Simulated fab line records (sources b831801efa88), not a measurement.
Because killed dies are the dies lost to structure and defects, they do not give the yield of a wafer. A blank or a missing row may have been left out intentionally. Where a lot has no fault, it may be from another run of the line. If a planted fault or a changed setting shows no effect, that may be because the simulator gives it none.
fab line records	flow sky130
record: lots: 12	wafers: 36	last-day: 50
route steps=708 shown LI_CONTACT@376 LOCAL_INTERCONNECT@399 METAL1@446 VIA1@473 PAD_OPEN@708
lots untouched by any fault: they come from a run of this same line in which no faults occurred
start-h: hours from the record's opening day to when the first of the lot's shown wafers began	wait-h: hours from the lot's prior step to this one	" the same as in the row above	L1.1+2: several wafers, shown together as one row	- no value, or no start given	* or withheld: withheld	< > ~ a bound
route shown NAME@n: a module of which the file shows steps, and the number in the route of the first	usual: mean and standard deviation over wafers with no fault	same: alike in all rows	chamber/n: place in a boat	sites: the reading at each site	_std_site: the values' standard deviation	_edge_site: mean of outer sites minus mean of inner sites	radius-mm: how far each site lies from the wafer's centre	mask NAME#n: copy n	behind: the last tool/chamber to shape the wafer	hold: why the lot went on hold/how many hours it stayed there/how the hold came to an end	device: the transistor (n, p or np) that didn't switch	end of line: tests of these same wafers at the route's end	a step with no rows: only its recipe	killed: not the wafer's yield, but the dies lost to structure and defects at the first sort	map: dies across one wafer; x = killed, . = not, _ = none there
set.NAME: the setting as run; set.NAME@STEP: as run at that earlier step	model.NAME: the simulator's own value behind a step, which no gauge read
one table for each step of the route and one row for each wafer, over a sample of lots
services: the hour from which a tool's chamber was out of use, counted from the record's first day as start-h (under 0 if before that day), plus the number of hours and why
== steps ==
step: SKY_LI_CONTACT_ETCH_14
recipe: chemistry: N2/H2	target: BARC	ion-energy-ev: 200	source-w: 500	bias-w: 100	pressure-mtorr: 30	n2-flow-sccm: 100	h2-flow-sccm: 200	stop-on: SiO2	time-s: 45.9	target-depth-a: 600
usual: drypump-motor-current-A: 5.8/0.47	oes-product-au: 0.855/0.0047	throttle-valve-pct: 13.225/0.009
same: time-s: 45.9
lot.wafer	tool	chamber	start-h	wait-h	drypump-motor-current-A	oes-product-au	rf-hours-counter-h	throttle-valve-pct
L412.4	rie-diel-02	3	705.63	0.0	6.6	0.852	-	13.221
L412.5	"	2	"	"	5.7	0.859	-	13.204
L412.6	"	0	"	"	6.0	0.857	-	13.228
L413.1	rie-diel-02	2	708.41	0.0	5.7	0.856	7	13.233
L413.2	"	0	"	"	6.1	0.860	9	13.210
L413.5	"	0	"	"	6.0	0.857	-	13.219
L423.2	rie-diel-01	0	784.41	0.0	5.7	0.855	8	13.226
L423.3	"	3	"	"	5.3	0.862	12	13.238
L423.4	"	2	"	"	6.0	0.858	6	13.235
L424.2	rie-diel-03	3	799.81	0.0	5.4	0.855	5	13.231
L424.3	"	0	"	"	6.2	0.855	9	13.230
L424.4	"	2	"	"	5.7	0.856	12	13.241
L425.4	rie-diel-03	3	811.06	0.0	5.3	0.861	5	13.220
L425.5	"	1	"	"	4.7	0.854	-	13.235
L425.6	"	0	"	"	6.3	0.857	-	13.221
L426.1	rie-diel-03	1	816.78	0.0	4.7	0.858	2	13.226
L426.5	"	1	"	"	4.7	0.856	-	13.208
L426.6	"	0	"	"	6.2	0.850	-	13.228
L427.2	rie-diel-01	2	819.94	0.0	6.0	0.844	6	13.229
L427.4	"	0	"	"	5.6	0.854	9	13.203
L427.5	"	1	"	"	5.3	0.857	-	13.214
L428.1	rie-diel-02	2	844.68	0.0	5.7	0.857	12	13.212
L428.2	"	0	"	"	6.1	0.853	13	13.233
L428.6	"	0	"	"	6.1	0.856	-	13.231
L429.1	rie-diel-01	1	845.06	0.0	5.4	0.858	9	13.227
L429.3	"	3	"	"	5.4	0.850	13	13.233
L429.5	"	2	"	"	6.0	0.862	-	13.221
L430.2	rie-diel-01	1	848.56	0.0	5.2	0.849	9	13.219
L430.5	"	1	"	"	5.3	0.850	-	13.221
L430.6	"	2	"	"	6.0	0.854	-	13.232
L431.2	rie-diel-02	1	854.76	0.0	6.0	0.862	4	13.230
L431.3	"	2	"	"	5.6	0.851	12	13.241
L431.6	"	1	"	"	6.0	0.853	-	13.215
L432.2	rie-diel-01	2	862.53	0.0	6.0	0.856	8	13.220
L432.4	"	1	"	"	5.3	0.850	10	13.225
L432.5	"	2	"	"	6.0	0.846	-	13.241
step: SKY_LOCAL_INTERCONNECT_OVL_MEAS_12
usual: LOCAL_INTERCONNECT_OVL: 3/5.3
lot.wafer	tool	chamber	start-h	wait-h	LOCAL_INTERCONNECT_OVL[nm]
L412.4	overlay-02	-	733.89	0.1	12
L412.5	"	-	"	"	-5
L412.6	"	-	"	"	1
L413.1	overlay-01	-	737.19	0.1	-4
L413.2	"	-	"	"	1
L413.5	"	-	"	"	-4
L423.2	overlay-02	-	812.20	0.1	0
L423.3	"	-	"	"	-2
L423.4	"	-	"	"	0
L424.2	overlay-01	-	828.10	0.1	7
L424.3	"	-	"	"	11
L424.4	"	-	"	"	10
L425.4	overlay-02	-	838.29	0.1	-3
L425.5	"	-	"	"	-1
L425.6	"	-	"	"	-6
L426.1	overlay-01	-	844.29	0.1	5
L426.5	"	-	"	"	7
L426.6	"	-	"	"	3
L427.2	overlay-01	-	847.90	0.1	-3
L427.4	"	-	"	"	-4
L427.5	"	-	"	"	0
L428.1	overlay-02	-	872.39	0.1	3
L428.2	"	-	"	"	-1
L428.6	"	-	"	"	-3
L429.1	overlay-01	-	872.83	0.1	-5
L429.3	"	-	"	"	-3
L429.5	"	-	"	"	-2
L430.2	overlay-01	-	876.10	0.1	3
L430.5	"	-	"	"	4
L430.6	"	-	"	"	0
L431.2	overlay-02	-	881.88	0.1	14
L431.3	"	-	"	"	2
L431.6	"	-	"	"	-1
L432.2	overlay-02	-	889.28	0.1	6
L432.4	"	-	"	"	7
L432.5	"	-	"	"	10
step: SKY_METAL1_EXPOSE_12
recipe: mask-id: MM1	na: 0.8	source-shape: annular	sigma-inner: 0.55	sigma-outer: 0.85	target-cd-nm: 140	dose-mj: 28
lot.wafer	tool	chamber	start-h	wait-h	mask
L412.4+5+6	krf-scanner-02	0	777.88	-	MM1#0
L413.1+2+5	krf-scanner-02	0	781.18	-	MM1#0
L423.2+3+4	krf-scanner-01	0	854.28	-	MM1#0
L424.2+3+4	krf-scanner-02	0	871.33	-	MM1#0
L425.4+5+6	krf-scanner-01	0	880.00	-	MM1#0
L426.1+5+6	krf-scanner-02	0	886.28	-	MM1#0
L427.2+4+5	krf-scanner-02	0	889.98	-	MM1#0
L428.1+2+6	krf-scanner-02	0	913.31	-	MM1#0
L429.1+3+5	krf-scanner-02	0	914.41	-	MM1#0
L430.2+5+6	krf-scanner-02	0	916.98	-	MM1#0
L431.2+3+6	krf-scanner-01	0	923.73	-	MM1#0
L432.2+4+5	krf-scanner-02	0	929.51	-	MM1#0
step: SKY_METAL1_CD_MEAS_15
recipe: target-cd-nm: 140
usual: cd-nm: 139.7/1.6
lot.wafer	tool	chamber	start-h	wait-h	cd-nm
L412.4	cd-sem-01	-	791.37	-	138.3
L412.5	"	-	"	"	138.7
L412.6	"	-	"	"	138.4
L413.1	cd-sem-01	-	794.63	-	141.0
L413.2	"	-	"	"	101.1
L413.5	"	-	"	"	101.6
L423.2	cd-sem-01	-	866.79	-	138.0
L423.3	"	-	"	"	138.4
L423.4	"	-	"	"	138.8
L424.2	cd-sem-02	-	883.24	-	141.6
L424.3	"	-	"	"	143.5
L424.4	"	-	"	"	142.6
L425.4	cd-sem-02	-	892.22	-	138.4
L425.5	"	-	"	"	140.1
L425.6	"	-	"	"	139.7
L426.1	cd-sem-01	-	898.91	-	142.2
L426.5	"	-	"	"	139.4
L426.6	"	-	"	"	141.1
L427.2	cd-sem-02	-	902.20	-	137.1
L427.4	"	-	"	"	138.0
L427.5	"	-	"	"	138.9
L428.1	cd-sem-02	-	926.22	-	139.5
L428.2	"	-	"	"	141.9
L428.6	"	-	"	"	141.7
L429.1	cd-sem-01	-	927.51	-	137.6
L429.3	"	-	"	"	138.6
L429.5	"	-	"	"	138.7
L430.2	cd-sem-01	-	929.40	-	141.5
L430.5	"	-	"	"	138.7
L430.6	"	-	"	"	139.4
L431.2	cd-sem-02	-	935.14	-	136.2
L431.3	"	-	"	"	137.6
L431.6	"	-	"	"	138.7
L432.2	cd-sem-02	-	941.00	-	139.6
L432.4	"	-	"	"	139.8
L432.5	"	-	"	"	141.1
step: SKY_VIA1_ETCH_15
recipe: target: SiO2	chemistry: C4F8/O2/Ar	target-depth-nm: 351	stop-on: TiN	mask-material: KrF-thick	source-w: 1500	bias-w: 1200	pressure-mtorr: 40	c4f8-flow-sccm: withheld	O2_flow_sccm: 6	Ar_flow_sccm: 300	time-s: 54
usual: oes-product-au: 0.981/0.0048
same: time-s: 54
lot.wafer	tool	chamber	start-h	wait-h	oes-product-au	rf-hours-counter-h
L412.4	rie-diel-03	3	819.63	0.0	0.987	6
L412.5	"	1	"	"	0.985	-
L412.6	"	0	"	"	0.987	-
L413.1	rie-diel-01	3	822.37	0.0	0.975	13
L423.2	rie-diel-04	2	894.13	0.0	0.973	7
L423.3	"	0	"	"	0.984	8
L423.4	"	3	"	"	0.977	14
L424.2	rie-diel-03	0	910.41	0.0	0.985	13
L424.3	"	3	"	"	0.988	9
L424.4	"	2	"	"	0.977	15
L425.4	rie-diel-03	3	919.52	0.0	0.978	9
L425.5	"	0	"	"	0.983	-
L425.6	"	3	"	"	0.979	-
L426.1	rie-diel-01	2	925.27	0.0	0.980	9
L426.5	"	3	"	"	0.984	-
L426.6	"	0	"	"	0.982	-
L427.2	rie-diel-04	3	929.62	0.0	0.979	15
L427.4	"	2	"	"	0.984	8
L427.5	"	2	"	"	0.983	-
L428.1	rie-diel-04	0	952.35	0.0	0.979	10
L428.2	"	3	"	"	0.988	16
L428.6	"	3	"	"	0.980	-
L429.1	rie-diel-01	3	953.71	0.0	0.972	16
L429.3	"	0	"	"	0.976	13
L429.5	"	0	"	"	0.975	-
L430.2	rie-diel-01	3	955.73	0.0	0.982	16
L430.5	"	3	"	"	0.979	-
L430.6	"	2	"	"	0.990	-
L431.2	rie-diel-03	3	961.08	0.0	0.972	10
L431.3	"	0	"	"	0.979	15
L431.6	"	0	"	"	0.984	-
L432.2	rie-diel-01	3	965.92	0.0	0.982	17
L432.4	"	2	"	"	0.975	10
L432.5	"	0	"	"	0.984	-
step: SKY_PAD_OPEN_PROBE_99
usual: defect-limited-yield: 82.4/1.8	killed_at_M0_to_M3: 45/6.8	killed_at_M4_up: 3.2/1.6	killed-at-contacts: 24/5.1	killed-at-front-end: 14/4.4	killed-at-other: 0.4/0.65	killed-dies: 87/8.8	killed-on-rim: 17/3.6	killed-open: 47/7.2	killed-short: 39/6.1	sort_bin_3_pad_short: 0.9/0.38	sort_bin_5_function: 10.4/1.5	sort_bin_6_memory: 6.4/1.1	sort-n-pass: 405/8.8	sort-yield-pct: 82.4/1.8
same: gross-dies: 492	killed-at-back-side: 0	sort_bin_4_leakage[%]: 0	sort_bin_8_speed[%]: 0
lot.wafer	tool	chamber	start-h	wait-h	defect-limited-yield[%]	killed_at_M0_to_M3	killed_at_M4_up	killed-at-contacts	killed-at-front-end	killed-at-other	killed-dies	killed-on-rim	killed-open	killed-short	sort_bin_3_pad_short[%]	sort_bin_5_function[%]	sort_bin_6_memory[%]	sort-n-pass	sort-yield-pct[%]
L412.4	prober-01	-	1096.39	0.2	83.7	34	4	33	9	0	80	19	44	34	0.6	9.8	5.9	412	83.7
L412.5	prober-01	-	1096.44	0.2	77.8	56	2	30	21	0	109	22	56	53	2.2	11.8	8.1	383	77.8
L412.6	prober-01	-	1096.49	0.2	83.7	32	4	36	8	0	80	21	47	33	1.4	9.3	5.5	412	83.7
L413.1	prober-02	-	1099.10	0.1	84.3	44	2	18	13	0	77	15	41	36	0.6	8.9	6.1	415	84.3
L413.2	prober-02	-	1099.15	0.1	0	443	2	35	12	0	492	96	53	46	0.4	91.1	8.5	0	0
L413.5	prober-02	-	1099.30	0.2	0.2	462	2	13	13	1	491	96	30	42	0.4	94.5	4.9	1	0.2
L423.2	prober-02	-	1153.63	0.1	83.7	38	3	27	12	0	80	11	34	46	1.2	10.2	4.9	412	83.7
L423.3	prober-02	-	1153.68	0.2	80.9	47	5	21	20	1	94	28	49	44	1.2	11.6	6.3	398	80.9
L423.4	prober-02	-	1153.73	0.2	82.3	54	1	17	15	0	87	15	41	46	1.0	10.4	6.3	405	82.3
L424.2	prober-01	-	1164.68	0.1	84.1	43	2	24	8	1	78	8	43	35	1.0	9.1	5.7	414	84.1
L424.3	prober-01	-	1164.73	0.2	81.9	47	3	28	10	1	89	17	44	45	1.2	9.8	7.1	403	81.9
L424.4	prober-01	-	1164.78	0.2	82.9	48	2	21	13	0	84	15	47	37	0.4	12.2	4.5	408	82.9
L425.4	prober-02	-	1170.14	0.2	83.9	37	2	27	12	1	79	21	49	29	0.6	10.6	4.9	413	83.9
L425.5	prober-02	-	1170.19	0.2	81.5	52	6	24	8	1	91	16	50	40	1.4	10.4	6.7	401	81.5
L425.6	prober-02	-	1170.24	0.2	84.1	34	4	21	17	2	78	17	39	38	0.4	9.6	5.9	414	84.1
L426.1	prober-01	-	1174.47	0.1	81.9	41	5	28	15	0	89	23	45	44	1.4	10.4	6.3	403	81.9
L426.5	prober-01	-	1174.67	0.2	83.5	46	5	20	10	0	81	16	40	40	0.6	9.8	6.1	411	83.5
L426.6	prober-01	-	1174.72	0.2	81.3	41	3	26	21	1	92	20	52	39	0.8	11.4	6.5	400	81.3
L427.2	prober-02	-	1176.88	0.1	80.5	55	4	28	9	0	96	16	57	39	1.4	11.2	6.9	396	80.5
L427.4	prober-02	-	1176.98	0.2	82.1	48	1	26	12	1	88	20	52	36	0.6	9.6	7.7	404	82.1
L427.5	prober-02	-	1177.03	0.2	85.6	36	2	19	14	0	71	14	37	34	0.4	10.6	3.5	421	85.6
L428.1	prober-01	-	1193.47	0.1	83.3	49	3	16	14	0	82	19	45	37	0.8	9.6	6.3	410	83.3
L428.2	prober-01	-	1193.52	0.1	80.7	51	2	24	18	0	95	21	58	37	0.6	10.8	7.9	397	80.7
L428.6	prober-01	-	1193.72	0.2	81.5	44	2	28	17	0	91	13	44	47	0.6	11.2	6.7	401	81.5
L429.1	prober-02	-	1195.12	0.1	81.1	49	4	23	16	1	93	13	58	34	0.8	10.0	8.1	399	81.1
L429.3	prober-02	-	1195.22	0.2	83.7	35	4	25	15	1	80	18	37	42	0.6	8.7	6.9	412	83.7
L429.5	prober-02	-	1195.32	0.2	84.6	28	9	21	18	0	76	17	36	40	1.2	7.9	6.3	416	84.6
L430.2	prober-01	-	1197.14	0.1	82.5	44	7	23	10	2	86	15	48	38	0.4	10.6	6.5	406	82.5
L430.5	prober-01	-	1197.29	0.2	81.7	45	3	25	17	0	90	23	49	41	0.4	11.2	6.7	402	81.7
L430.6	prober-01	-	1197.34	0.2	85.6	39	2	19	10	1	71	18	39	32	1.2	9.3	3.9	421	85.6
L431.2	prober-02	-	1201.37	0.1	78.7	46	2	30	26	1	105	15	72	33	0.4	13.6	7.3	387	78.7
L431.3	prober-02	-	1201.42	0.2	81.1	57	1	23	12	0	93	17	49	44	1.6	9.8	7.5	399	81.1
L431.6	prober-02	-	1201.57	0.2	85.4	36	2	21	13	0	72	15	50	22	0.4	8.1	6.1	420	85.4
L432.2	prober-01	-	1202.98	0.1	82.7	47	5	22	10	1	85	21	45	40	1.0	11.0	5.3	407	82.7
L432.4	prober-01	-	1203.08	0.2	82.1	45	2	26	15	0	88	14	48	40	0.6	10.2	7.1	404	82.1
L432.5	prober-01	-	1203.13	0.2	83.3	41	2	15	22	2	82	22	34	46	1.0	8.7	6.9	410	83.3
killed by level:class
L412.4 CONTACT:geometric-particle:open=9 VIA1:geometric-particle:open=8 VIA2:geometric-particle:open=7 LOCAL_INTERCONNECT:geometric-particle:short=7 LI_CONTACT:geometric-particle:open=7 VIA3:geometric-particle:open=6 CONTACT:geometric-particle:short=5 FIELD_ISO:geometric-particle:open=4
L412.5 CONTACT:geometric-particle:open=12 VIA1:geometric-particle:open=11 FIELD_ISO:geometric-particle:short=7 VIA1:geometric-particle:short=7 LI_CONTACT:geometric-particle:open=7 CONTACT:geometric-particle:short=7 METAL2:geometric-particle:short=7 VIA3:geometric-particle:open=7
L412.6 LI_CONTACT:geometric-particle:open=13 CONTACT:geometric-particle:open=9 VIA1:geometric-particle:open=9 LOCAL_INTERCONNECT:geometric-particle:short=5 CONTACT:geometric-particle:short=5 VIA2:geometric-particle:open=5 LI_CONTACT:geometric-particle:short=4 METAL3:geometric-particle:short=4
L413.1 VIA3:geometric-particle:open=8 CONTACT:geometric-particle:open=7 VIA1:geometric-particle:open=7 CONTACT:geometric-particle:short=6 FIELD_ISO:geometric-particle:open=5 METAL2:geometric-particle:short=5 LI_CONTACT:geometric-particle:open=4 METAL1:geometric-particle:short=4
L413.2 METAL1:area-expose=393 CONTACT:geometric-particle:open=15 VIA1:geometric-particle:open=8 METAL2:geometric-particle:short=7 METAL1:geometric-particle:short=7 VIA2:geometric-particle:open=7 LI_CONTACT:geometric-particle:open=6 VIA1:geometric-particle:short=6
L413.5 METAL1:area-expose=419 METAL1:geometric-particle:short=14 VIA1:geometric-particle:open=8 FIELD_ISO:geometric-particle:short=7 LI_CONTACT:geometric-particle:open=7 FIELD_ISO:geometric-particle:open=4 METAL2:geometric-particle:short=4 VIA3:geometric-particle:open=4
L423.2 LI_CONTACT:geometric-particle:open=7 CONTACT:geometric-particle:open=7 METAL2:geometric-particle:short=6 VIA1:geometric-particle:short=5 VIA3:geometric-particle:short=5 VIA2:geometric-particle:short=5 FIELD_ISO:geometric-particle:short=4 POLY_GATE:geometric-particle:open=4
L423.3 CONTACT:geometric-particle:open=9 VIA1:geometric-particle:short=8 VIA3:geometric-particle:open=7 LI_CONTACT:geometric-particle:open=6 VIA1:geometric-particle:open=6 METAL2:geometric-particle:short=6 FIELD_ISO:geometric-particle:open=5 POLY_GATE:geometric-particle:short=5
L423.4 VIA1:geometric-particle:open=9 METAL2:geometric-particle:short=9 VIA1:geometric-particle:short=8 CONTACT:geometric-particle:open=8 METAL1:geometric-particle:short=6 VIA3:geometric-particle:open=6 LI_CONTACT:geometric-particle:open=5 VIA2:geometric-particle:open=5
L424.2 VIA2:geometric-particle:open=9 VIA1:geometric-particle:open=7 LI_CONTACT:geometric-particle:open=7 CONTACT:geometric-particle:short=7 METAL1:geometric-particle:short=6 FIELD_ISO:geometric-particle:open=5 VIA3:geometric-particle:short=5 CONTACT:geometric-particle:open=4
L424.3 LI_CONTACT:geometric-particle:open=9 VIA1:geometric-particle:open=9 METAL1:geometric-particle:short=9 CONTACT:geometric-particle:open=7 CONTACT:geometric-particle:short=7 VIA2:geometric-particle:open=7 VIA3:geometric-particle:short=5 VIA3:geometric-particle:open=5
L424.4 VIA1:geometric-particle:open=18 CONTACT:geometric-particle:open=10 METAL1:geometric-particle:short=7 POLY_GATE:geometric-particle:open=6 VIA3:geometric-particle:open=6 METAL2:geometric-particle:short=5 VIA3:geometric-particle:short=5 LI_CONTACT:geometric-particle:open=4
L425.4 CONTACT:geometric-particle:open=9 VIA3:geometric-particle:open=9 VIA1:geometric-particle:open=9 VIA2:geometric-particle:open=7 LI_CONTACT:geometric-particle:short=5 LI_CONTACT:geometric-particle:open=4 LOCAL_INTERCONNECT:geometric-particle:short=4 CONTACT:geometric-particle:short=4
L425.5 VIA3:geometric-particle:open=10 VIA1:geometric-particle:open=10 LOCAL_INTERCONNECT:geometric-particle:short=9 CONTACT:geometric-particle:open=8 METAL1:geometric-particle:short=8 VIA2:geometric-particle:open=6 METAL1:geometric-particle:open=5 POLY_GATE:geometric-particle:short=4
L425.6 VIA1:geometric-particle:open=10 VIA1:geometric-particle:short=6 LI_CONTACT:geometric-particle:open=6 CONTACT:geometric-particle:open=6 FIELD_ISO:geometric-particle:short=5 LOCAL_INTERCONNECT:geometric-particle:short=5 VIA2:geometric-particle:open=5 FIELD_ISO:geometric-particle:open=3
L426.1 CONTACT:geometric-particle:open=9 VIA2:geometric-particle:open=8 CONTACT:geometric-particle:short=7 LI_CONTACT:geometric-particle:open=7 METAL1:geometric-particle:short=6 VIA3:geometric-particle:short=6 VIA1:geometric-particle:open=5 METAL2:geometric-particle:short=5
L426.5 VIA1:geometric-particle:open=9 LI_CONTACT:geometric-particle:open=8 METAL1:geometric-particle:short=7 VIA2:geometric-particle:open=6 VIA1:geometric-particle:short=6 CONTACT:geometric-particle:open=5 METAL2:geometric-particle:short=5 METAL4:geometric-particle:short=5
L426.6 VIA1:geometric-particle:open=11 LI_CONTACT:geometric-particle:open=10 FIELD_ISO:geometric-particle:short=6 VIA1:geometric-particle:short=6 FIELD_ISO:geometric-particle:open=5 CONTACT:geometric-particle:open=5 CONTACT:geometric-particle:short=5 METAL1:geometric-particle:short=4
L427.2 VIA1:geometric-particle:open=15 CONTACT:geometric-particle:open=11 LI_CONTACT:geometric-particle:open=9 METAL2:geometric-particle:short=7 VIA2:geometric-particle:open=7 VIA1:geometric-particle:short=6 FIELD_ISO:geometric-particle:open=4 FIELD_ISO:geometric-particle:short=4
L427.4 CONTACT:geometric-particle:open=12 VIA1:geometric-particle:open=12 LI_CONTACT:geometric-particle:open=7 VIA2:geometric-particle:open=7 METAL1:geometric-particle:short=5 METAL2:geometric-particle:short=5 POLY_GATE:geometric-particle:open=4 LOCAL_INTERCONNECT:geometric-particle:short=4
L427.5 METAL2:geometric-particle:short=9 LI_CONTACT:geometric-particle:open=8 POLY_GATE:geometric-particle:short=6 VIA1:geometric-particle:open=6 VIA2:geometric-particle:open=5 POLY_GATE:geometric-particle:open=4 METAL1:geometric-particle:short=4 LI_CONTACT:geometric-particle:short=4
L428.1 VIA1:geometric-particle:open=12 VIA2:geometric-particle:open=9 METAL1:geometric-particle:short=7 CONTACT:geometric-particle:open=6 VIA3:geometric-particle:open=6 POLY_GATE:geometric-particle:short=5 POLY_GATE:geometric-particle:open=4 LI_CONTACT:geometric-particle:open=4
L428.2 VIA1:geometric-particle:open=13 CONTACT:geometric-particle:open=11 METAL2:geometric-particle:short=7 LI_CONTACT:geometric-particle:open=6 VIA3:geometric-particle:open=6 METAL1:geometric-particle:short=5 VIA2:geometric-particle:open=5 FIELD_ISO:geometric-particle:open=4
L428.6 VIA1:geometric-particle:open=12 CONTACT:geometric-particle:open=10 METAL1:geometric-particle:short=8 LOCAL_INTERCONNECT:geometric-particle:short=7 POLY_GATE:geometric-particle:short=6 VIA3:geometric-particle:open=6 FIELD_ISO:geometric-particle:short=5 LI_CONTACT:geometric-particle:open=4
L429.1 CONTACT:geometric-particle:open=10 VIA3:geometric-particle:open=10 VIA1:geometric-particle:open=9 METAL1:geometric-particle:short=7 POLY_GATE:geometric-particle:open=5 LI_CONTACT:geometric-particle:open=5 FIELD_ISO:geometric-particle:open=4 VIA1:geometric-particle:short=4
L429.3 LI_CONTACT:geometric-particle:open=10 VIA1:geometric-particle:short=6 FIELD_ISO:geometric-particle:short=5 CONTACT:geometric-particle:open=5 VIA2:geometric-particle:open=5 POLY_GATE:geometric-particle:short=4 VIA2:geometric-particle:short=4 VIA3:geometric-particle:short=4
L429.5 FIELD_ISO:geometric-particle:short=9 CONTACT:geometric-particle:open=8 VIA1:geometric-particle:open=7 METAL4:geometric-particle:short=6 METAL1:geometric-particle:short=5 CONTACT:geometric-particle:short=4 LOCAL_INTERCONNECT:geometric-particle:short=4 FIELD_ISO:geometric-particle:open=3
L430.2 VIA1:geometric-particle:open=15 CONTACT:geometric-particle:open=8 VIA2:geometric-particle:open=6 LI_CONTACT:geometric-particle:open=5 VIA1:geometric-particle:short=5 METAL4:geometric-particle:short=5 LOCAL_INTERCONNECT:geometric-particle:short=4 CONTACT:geometric-particle:short=4
L430.5 VIA1:geometric-particle:open=12 LI_CONTACT:geometric-particle:open=9 FIELD_ISO:geometric-particle:short=7 VIA3:geometric-particle:open=7 VIA1:geometric-particle:short=7 VIA3:geometric-particle:short=6 CONTACT:geometric-particle:short=5 VIA2:geometric-particle:open=5
L430.6 METAL1:geometric-particle:short=10 CONTACT:geometric-particle:open=9 VIA1:geometric-particle:open=9 VIA3:geometric-particle:open=7 VIA2:geometric-particle:open=5 FIELD_ISO:geometric-particle:open=4 METAL2:geometric-particle:short=3 LI_CONTACT:geometric-particle:open=3
L431.2 CONTACT:geometric-particle:open=16 VIA1:geometric-particle:open=12 POLY_GATE:geometric-particle:open=10 VIA2:geometric-particle:open=10 FIELD_ISO:geometric-particle:open=6 FIELD_ISO:geometric-particle:short=6 LI_CONTACT:geometric-particle:open=5 CONTACT:geometric-particle:short=5
L431.3 VIA2:geometric-particle:open=10 VIA3:geometric-particle:open=10 VIA1:geometric-particle:open=10 CONTACT:geometric-particle:open=8 LI_CONTACT:geometric-particle:open=5 LOCAL_INTERCONNECT:geometric-particle:short=5 METAL1:geometric-particle:short=5 METAL2:geometric-particle:short=5
L431.6 CONTACT:geometric-particle:open=12 VIA1:geometric-particle:open=12 VIA3:geometric-particle:open=10 VIA1:geometric-particle:short=5 CONTACT:geometric-particle:short=4 LI_CONTACT:geometric-particle:open=4 FIELD_ISO:geometric-particle:short=3 POLY_GATE:geometric-particle:open=3
L432.2 VIA1:geometric-particle:open=11 VIA1:geometric-particle:short=9 LI_CONTACT:geometric-particle:open=8 METAL2:geometric-particle:short=5 LI_CONTACT:geometric-particle:short=5 VIA2:geometric-particle:open=5 CONTACT:geometric-particle:open=5 VIA3:geometric-particle:short=5
L432.4 VIA1:geometric-particle:open=9 METAL1:geometric-particle:short=8 VIA2:geometric-particle:open=8 VIA3:geometric-particle:open=8 CONTACT:geometric-particle:open=6 LOCAL_INTERCONNECT:geometric-particle:short=6 LI_CONTACT:geometric-particle:open=5 LI_CONTACT:geometric-particle:short=5
L432.5 VIA1:geometric-particle:open=8 VIA2:geometric-particle:short=7 POLY_GATE:geometric-particle:open=6 VIA1:geometric-particle:short=6 FIELD_ISO:geometric-particle:open=5 METAL1:geometric-particle:short=5 POLY_GATE:geometric-particle:short=4 LOCAL_INTERCONNECT:geometric-particle:short=4
== services ==
tool	chamber	start-h	hours	kind
krf-scanner-02	-	684.15	1.3	pm
rie-diel-04	2	698.15	28.5	repair
rie-diel-04	3	708.87	3.9	repair
krf-scanner-02	-	709.61	0.8	pm
rie-diel-01	0	712.86	9.8	repair
rie-diel-03	-	731.83	0.1	repair
rie-diel-01	-	749.33	14.6	pm
krf-scanner-02	-	751.60	0.3	repair
krf-scanner-02	-	754.31	0.6	repair
krf-scanner-02	-	791.88	1.0	repair
rie-diel-02	3	804.66	1.8	repair
rie-diel-02	3	811.23	15.4	repair
krf-scanner-02	-	821.43	1.0	pm
rie-diel-03	1	843.60	13.1	repair
krf-scanner-02	-	860.05	1.3	pm
krf-scanner-02	-	878.41	0.8	pm
rie-diel-02	1	884.79	5.1	repair
krf-scanner-02	-	896.77	0.2	repair
rie-diel-03	-	898.55	4.2	repair
rie-diel-02	2	903.95	10.2	repair
rie-diel-02	-	916.70	1.5	repair
rie-diel-01	2	932.44	14.3	repair
rie-diel-01	3	940.84	6.3	repair
rie-diel-03	0	964.45	6.0	repair
== key ==
first-sign: step: SKY_METAL1_CD_MEAS_15	reading: cd-nm	direction: down	sigmas: 24	usual: 139.7	struck: 101.3
effect: step: SKY_PAD_OPEN_PROBE_99	reading: killed_at_M0_to_M3	direction: up	sigmas: 60	usual: 45	struck: 452
more-kills-born-at: SKY_METAL1_EXPOSE_12@krf-scanner-02: 812
met-at SKY_METAL1_EXPOSE_12
struck-lots L413
struck-wafers L413.2,L413.5
later-rows-left-out L413.2,L413.5
not-acting-at SKY_LI_CONTACT_ETCH_14,SKY_LOCAL_INTERCONNECT_OVL_MEAS_12,SKY_VIA1_ETCH_15
onset-between 777.88 781.18
fault: kind: process-parameter-drift	tool: krf-scanner-02	chamber: -	onset-h: 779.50	steps: SKY_METAL1_EXPOSE_12	channel: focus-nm	offset: 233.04	shape: step	end-h: 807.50	scope: struck-wafers-only
later-rows-left-out: the simulator's readings of these wafers behind a module that went badly wrong aren't trusted and aren't shown, but for the sort
